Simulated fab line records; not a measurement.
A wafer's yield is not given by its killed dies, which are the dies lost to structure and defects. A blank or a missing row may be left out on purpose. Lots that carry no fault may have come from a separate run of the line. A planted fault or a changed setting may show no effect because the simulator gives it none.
A struck lot beside a sound one	flow sfq_line	42 out of 325 route steps
Sound: these wafers, L260.2, L260.3, L260.4. Struck: wafers L252.1, L252.2, L252.4. The cause is given at the end.
For every step that has rows: the tool of each side, followed by ch and its chambers, followed by its first start. Under that, the readings that differ: sound wafers	struck wafers	difference of the means	sigmas: that difference in standard deviations of wafers without a fault.
alike: readings whose means differ by less than 2 such deviations, and words and numbers that are the same on both sides. not compared: withheld readings, readings that some wafer has no value for, bounds like >300 that may hide the same value, and numbers for which the record gives no deviation and whose values overlap.
A row with sigmas, a row that says differs or no value, or rows on one side alone: a step with any of these is where the two part. When numbers do not overlap yet have no deviation, they are printed without sigmas and do not part them. A reading missing from all wafers of one side parts the sides only when that side holds two or more wafers.

SFQ_M2_OVL_MEAS_916:
  sound: overlay-02 at day 34 18:41; struck: overlay-02 at day 32 12:41
  alike: M2_OVL
then, 1 step without rows for these wafers: SFQ_TRILAYER_M2_BARC_OPEN_METAL_ETCH_077 (etches BARC in O2, target depth 125 nm, time 41.7 s).
SFQ_TRILAYER_M2_ETCH_METAL_ETCH_060: etches Nb in Cl2/Ar, stops on SiO2, target depth 240 nm, time 120 s.
  sound on rie_metal-02 ch 0,1, day 34 18:47; struck on rie_metal-02 ch 0,1, day 32 12:47
  alike: bias_w, drypump_motor_current_A, oes_product_au
  not compared: rf_hours_counter_h
then, 2 steps without rows for these wafers: SFQ_TRILAYER_M2_STRIP_STRIP_061 (strips in O2); SFQ_TRILAYER_M2_STRIP_SOLV_CLEAN_062 (cleans in NMP, time 600 s).
SFQ_TRILAYER_I2_DEP_PECVD_063: deposits SiO2 from SiH4/N2O, time 111.11 s, target thk 500 nm.
  sound on pecvd-04 ch 1,2, day 34 19:41; struck on pecvd-04 ch 0,2, day 32 13:41
  alike: heater_power_outer_w, heater_power_w, throttle_valve_pct
then, 1 step without rows for these wafers: SFQ_TRILAYER_I2_CMP_CMP_064 (polishes SiO2).
SFQ_I2_BOW_MEAS_917:
  sound: film_metro-04 at day 35 01:47; struck: film_metro-01 at day 32 19:20
  alike: I2_BOW
then, 4 steps without rows for these wafers: SFQ_TRILAYER_I2_METRO_MEASURE_065; SFQ_TRILAYER_I2_VIA_LITHO_COAT_072 (resist thk 62 nm); SFQ_TRILAYER_I2_VIA_LITHO_COAT_067 (resist thk 650 nm); SFQ_TRILAYER_I2_VIA_LITHO_SOFTBAKE_071.
-- the record jumps here: 6 days lie between the struck wafers' starts before and after --
SFQ_TRILAYER_I2_VIA_LITHO_EXPOSE_068: exposes mask I2, target cd 500 nm.
  sound on krf_scanner-02 ch 0, day 41 03:49; struck on krf_scanner-01 ch 0, day 39 01:58
reading	sound	struck	difference	sigmas
model.I2.overlay_x_nm (nm)	0.4064 0.4064 0.4064	59.24 59.24 59.24	+58.83	
  alike: mask, exposure_dose_mJ_cm2
then, 2 steps without rows for these wafers: SFQ_TRILAYER_I2_VIA_LITHO_PEB_070 (peb time 60 s); SFQ_TRILAYER_I2_VIA_LITHO_DEVELOP_069 (time 60 s).
SFQ_I2_OVL_MEAS_918:
  sound: overlay-02 at day 41 05:07; struck: overlay-01 at day 39 03:28
reading	sound	struck	difference	sigmas
I2_OVL (nm)	4 5 0	62 69 68	+63	+13
then, 6 steps without rows for these wafers: SFQ_TRILAYER_I2_VIA_BARC_OPEN_VIA_ETCH_096 (etches BARC in O2, target depth 125 nm, time 41.7 s); SFQ_TRILAYER_I2_VIA_ETCH_VIA_ETCH_070 (etches SiO2 in CHF3, stops on Nb, target depth 260 nm); SFQ_TRILAYER_I2_VIA_STRIP_STRIP_071 (strips in O2); SFQ_TRILAYER_I2_VIA_STRIP_SOLV_CLEAN_072 (cleans in NMP, time 600 s); SFQ_TRILAYER_M3_DEP_PRE_CLEAN_074 (time 22.5 s); SFQ_TRILAYER_M3_DEP_SPUTTER_073 (material Nb, target thk 200 nm, time 133.3 s).
SFQ_M3_RS_MEAS_919: measurement is done with a four-point probe.
  sound: film_metro-03 at day 41 06:13; struck: film_metro-03 at day 39 04:34
  alike: M3_NB_RS
then, 6 steps without rows for these wafers: SFQ_TRILAYER_M3_LITHO_COAT_080 (resist thk 62 nm); SFQ_TRILAYER_M3_LITHO_COAT_075 (resist thk 600 nm); SFQ_TRILAYER_M3_LITHO_SOFTBAKE_079; SFQ_TRILAYER_M3_LITHO_EXPOSE_076 (exposes mask M3, target cd 500 nm); SFQ_TRILAYER_M3_LITHO_PEB_078 (peb time 60 s); SFQ_TRILAYER_M3_LITHO_DEVELOP_077 (time 60 s).
SFQ_M3_OVL_MEAS_921:
  sound: overlay-01 at day 47 10:08; struck: overlay-01 at day 39 07:00
  alike: M3_OVL
then, 1 step without rows for these wafers: SFQ_TRILAYER_M3_BARC_OPEN_METAL_ETCH_100 (etches BARC in O2, target depth 125 nm, time 41.7 s).
SFQ_TRILAYER_M3_ETCH_METAL_ETCH_078: etches Nb in Cl2/Ar, stops on SiO2, target depth 240 nm, time 120 s.
  sound on rie_metal-01 ch 0,1, day 47 10:14; struck on rie_metal-04 ch 0,1, day 39 07:06
  alike: bias_w, drypump_motor_current_A, oes_product_au
  not compared: rf_hours_counter_h
then, 2 steps without rows for these wafers: SFQ_TRILAYER_M3_STRIP_STRIP_079 (strips in O2); SFQ_TRILAYER_M3_STRIP_SOLV_CLEAN_080 (cleans in NMP, time 600 s).
SFQ_TRILAYER_I3_DEP_PECVD_081: deposits SiO2 from SiH4/N2O, time 111.11 s, target thk 500 nm.
  sound on pecvd-03 ch 0,1,2, day 47 11:08; struck on pecvd-01 ch 0,1,2, day 39 08:00
  alike: heater_power_outer_w, heater_power_w, throttle_valve_pct
SFQ_TRILAYER_I3_CMP_CMP_082: polishes SiO2.
  sound on cmp-02 ch 1,2,3, day 47 11:13; struck on cmp-02 ch 0,1,2, day 39 08:40
  alike: edge_zone_pressure_frac, motor_current_A, slurry_filter_dp_kPa, slurry_flow_ml_min, time_to_endpoint_s
SFQ_I3_BOW_MEAS_922:
  sound: film_metro-03 at day 47 14:14; struck: film_metro-04 at day 39 11:40
  alike: I3_BOW
then, 4 steps without rows for these wafers: SFQ_TRILAYER_I3_METRO_MEASURE_083; SFQ_TRILAYER_I3_VIA_LITHO_COAT_090 (resist thk 62 nm); SFQ_TRILAYER_I3_VIA_LITHO_COAT_085 (resist thk 650 nm); SFQ_TRILAYER_I3_VIA_LITHO_SOFTBAKE_089.
-- the record jumps here: 45 days lie between the struck wafers' starts before and after --
SFQ_M8_BOW_MEAS_951:
  sound: film_metro-02 at day 85 08:29; struck: film_metro-02 at day 84 14:14
reading	sound	struck	difference	sigmas
model.etest.i2.link_ohm	1.978 1.977 1.957	2.007 1.995 2	+0.030	
  alike: M8_BOW

## WHERE THEY PART
Within this record, at SFQ_I2_OVL_MEAS_918 only. Later steps at which nothing parts them and some readings are alike: SFQ_M3_RS_MEAS_919, SFQ_M3_OVL_MEAS_921, SFQ_TRILAYER_M3_ETCH_METAL_ETCH_078, SFQ_TRILAYER_I3_DEP_PECVD_081, SFQ_TRILAYER_I3_CMP_CMP_082, SFQ_I3_BOW_MEAS_922, SFQ_M8_BOW_MEAS_951.

WHY: what the simulator had put in
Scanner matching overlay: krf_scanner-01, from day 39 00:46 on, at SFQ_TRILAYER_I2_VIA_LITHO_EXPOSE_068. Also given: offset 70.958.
